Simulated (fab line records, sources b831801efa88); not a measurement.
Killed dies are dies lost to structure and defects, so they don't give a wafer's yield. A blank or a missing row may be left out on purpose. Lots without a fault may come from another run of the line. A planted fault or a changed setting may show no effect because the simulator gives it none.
Chamber matching | flow gf180mcu | GF_V3_ETCH_16 on rie_diel-02: 4 sister chambers
The step etches BARC in N2/H2. 4 wafers are shown with their chamber, then 7 later ones without.

WAFERS WITH THEIR CHAMBER
wafer  | chamber | drypump_motor_current_A (A)
L087.3 | 1       | 5.9
L087.5 | 2       | 5.8
L090.2 | 3       | 6.0
L090.5 | 0       | 5.1

WAFERS WITHOUT THEIR CHAMBER
wafer  | drypump_motor_current_A (A)
L090.6 | 5.8
L093.1 | 5.9
L093.3 | 6.1
L093.4 | 5.8
L097.1 | 5.9
L097.2 | 5.9
L097.6 | 5.8

WHICH CHAMBER EACH WENT THROUGH
wafer  | from the rows above | in truth
L090.6 | 2                   | 2
L093.1 | 1                   | 1
L093.3 | 3                   | 3
L093.4 | 2                   | 2
L097.1 | 1                   | 1
L097.2 | 1                   | 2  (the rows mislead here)
L097.6 | 2                   | 2
Placed correctly: 6 of 7. Can't be placed from these rows: 0. Placed wrongly: 1.
How it was worked out, from the rows above alone: a wafer's distance from a chamber is the root of the sum, over the readings, of the square of ((its reading less the chamber's mean) divided by the reading's scatter). The wafer belongs to the nearest chamber; if the next one is less than 2 further off, it can't be placed. A chamber's mean is the mean of its shown wafers. The scatter: with one shown wafer a chamber, the root of the mean of the squares of how far each hidden wafer lies from its nearest shown one.
